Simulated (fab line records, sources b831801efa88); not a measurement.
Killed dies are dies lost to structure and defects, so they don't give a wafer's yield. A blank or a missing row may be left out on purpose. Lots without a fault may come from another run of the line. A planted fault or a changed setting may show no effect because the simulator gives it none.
Chamber matching | flow gf180mcu | GF_V2_CMP_04 on cmp-01: 3 sister chambers
The step polishes SiO2. 6 wafers are shown with their chamber, then 4 later ones without.

WAFERS WITH THEIR CHAMBER
wafer  | chamber | motor_current_A (A) | time_to_endpoint_s (s)
L229.3 | 0       | 14.0                | 81
L231.1 | 0       | 14.5                | 70
L231.2 | 3       | 12.1                | 78
L231.6 | 2       | 13.9                | 82
L233.2 | 2       | 14.6                | 73
L233.4 | 3       | 11.7                | 83

WAFERS WITHOUT THEIR CHAMBER
wafer  | motor_current_A (A) | time_to_endpoint_s (s)
L233.5 | 14.1                | 74
L242.3 | 13.9                | 71
L242.4 | 11.6                | 80
L246.4 | 14.6                | 87

WHICH CHAMBER EACH WENT THROUGH
wafer  | from the rows above     | in truth
L233.5 | can't be placed: 0 or 2 | 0
L242.3 | can't be placed: 0 or 2 | 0
L242.4 | 3                       | 3
L246.4 | can't be placed: 2 or 0 | 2
Placed correctly: 1 of 4. Can't be placed from these rows: 3 (the true chamber is among the candidates in 3). Placed wrongly: 0.
How it was worked out, from the rows above alone: a wafer's distance from a chamber is the root of the sum, over the readings, of the square of ((its reading less the chamber's mean) divided by the reading's scatter). The wafer belongs to the nearest chamber; if the next one is less than 2 further off, it can't be placed. A chamber's mean is the mean of its shown wafers. The scatter: the root of (the sum of the squares of (reading less its chamber's mean) over the shown wafers, divided by (wafers less chambers)).
